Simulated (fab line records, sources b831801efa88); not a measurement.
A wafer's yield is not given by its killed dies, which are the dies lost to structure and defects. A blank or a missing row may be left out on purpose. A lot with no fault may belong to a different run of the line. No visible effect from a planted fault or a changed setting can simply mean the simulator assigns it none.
Struck lot and sound lot, side by side / flow sky130 / 34 steps out of a route of 708
Sound: wafers L814.1, L814.2, L814.4. Struck: wafers L817.4, L817.5, L817.6. The cause is named last.
Per side, at each step with rows, come the tool, then ch with its chambers, and then its first start. Under that, the readings that differ: sound wafers / struck wafers / difference of the means / sigmas: that difference in standard deviations of wafers without a fault.
alike: same words and numbers on both sides, and readings whose means sit less than 2 such deviations apart. not compared: any withheld reading, any reading some wafer has no value for, any bound like >300 that may hide the same value, and any number with overlapping values for which the record gives no deviation.
A row with sigmas, a row that says differs or no value, or rows on one side alone: a step with any of these is where the two part. When numbers do not overlap yet have no deviation, they are printed without sigmas and do not part them. A reading missing from all wafers of one side parts the sides only when that side holds two or more wafers.

first, 7 steps without rows for these wafers: SKY_SONOS_TUNNEL_DEVELOP_06 (develop time 60 s); SKY_SONOS_TUNNEL_IMPLANT_09; SKY_SONOS_TUNNEL_WET_ETCH_10 (etches SiO2 in dHF, target depth 14 nm, time 280 s); SKY_SONOS_TUNNEL_STRIP_11 (strips in SPM, time 600 s); SKY_SONOS_TUNNEL_CLEAN_13 (cleans in dHF, time 20 s); SKY_SONOS_ONO_OXIDATION_00 (stabilise 600 s, purge 300 s, target thk 2.6 nm); SKY_SONOS_ONO_CVD_02 (deposits Si3N4 from DCS/NH3, target thk 10.5 nm, time 180 s).
SKY_SONOS_ONO_CVD_04: deposits SiO2 from SiH4/N2O, target thk 5.7199 nm.
  sound on lpcvd-03 ch 0, day 15 09:08; struck on lpcvd-03 ch 0, day 16 06:15
reading=model.SiO2_of_SONOS_ONO_CVD_04.thk_nm (nm); sound=5.794 5.802 5.757; struck=8.358 8.376 8.314; difference=+2.565; sigmas=
  alike: zone_power_bottom_pct
SKY_SONOS_ONO_THK_MEAS_05:
  sound: film_metro-01 at day 15 10:23; struck: film_metro-01 at day 16 07:32
reading=SONOS_ONO_CVD_04_THK (nm); sound=5.80 5.81 5.80; struck=8.33 8.43 8.37; difference=+2.57; sigmas=+26
then, 23 steps without rows for these wafers: SKY_SONOS_ONO_DEHYDRATE_06 (time 60 s); SKY_SONOS_ONO_HMDS_07 (prime time 60 s); SKY_SONOS_ONO_COAT_08 (resist thk 1140 nm); SKY_SONOS_ONO_SOFTBAKE_09 (time 60 s); SKY_SONOS_ONO_EXPOSE_10 (exposes mask ONOM, target cd 410 nm); SKY_SONOS_ONO_PEB_11; SKY_SONOS_ONO_DEVELOP_12 (develop time 60 s); SKY_SONOS_ONO_ETCH_15 (etches the open film in CHF3/O2, target depth 19.52 nm, time 7.8 s); SKY_SONOS_ONO_WET_ETCH_16 (etches SiO2 in dHF, target depth 14 nm, time 280 s); SKY_SONOS_ONO_STRIP_17 (strips in O2/N2); SKY_SONOS_ONO_WET_ETCH_18 (etches Si3N4 in H3PO4, target depth 15 nm, time 172 s); SKY_GATE_OXIDE_CLEAN_00 (cleans in SC1/SC2, time 150 s); SKY_GATE_OXIDE_OXIDATION_01 (stabilise 600 s, purge 300 s, target thk 10.268 nm); SKY_GATE_OXIDE_DEHYDRATE_03 (time 60 s); SKY_GATE_OXIDE_HMDS_04 (prime time 60 s); SKY_GATE_OXIDE_COAT_05 (resist thk 1140 nm); SKY_GATE_OXIDE_SOFTBAKE_06 (time 60 s); SKY_GATE_OXIDE_EXPOSE_07 (exposes mask LVOM, target cd 600 nm); SKY_GATE_OXIDE_PEB_08; SKY_GATE_OXIDE_DEVELOP_09 (develop time 60 s); SKY_GATE_OXIDE_IMPLANT_11; SKY_GATE_OXIDE_WET_ETCH_12 (etches SiO2 in dHF, target depth 16.8 nm, time 336 s); SKY_GATE_OXIDE_STRIP_13 (strips in O2/N2).
-- the record jumps here: 3 days lie between the struck wafers' starts before and after --
SKY_GATE_OXIDE_CLEAN_15: cleans in SC1/SC2, time 150 s.
  sound on wet_bench-03 ch 0, day 17 21:33; struck on wet_bench-03 ch 3, day 18 21:18
reading=model.SiO2_of_SONOS_ONO_CVD_04.thk_nm (nm); sound=4.286 4.291 4.246; struck=6.845 6.868 6.8; difference=+2.563; sigmas=
next, for these wafers, 1 step has no rows: SKY_PAD_OPEN_PROBE_99.

WHERE THEY PART
Within this record, at SKY_SONOS_ONO_THK_MEAS_05 only.

WHY: what the simulator had put in
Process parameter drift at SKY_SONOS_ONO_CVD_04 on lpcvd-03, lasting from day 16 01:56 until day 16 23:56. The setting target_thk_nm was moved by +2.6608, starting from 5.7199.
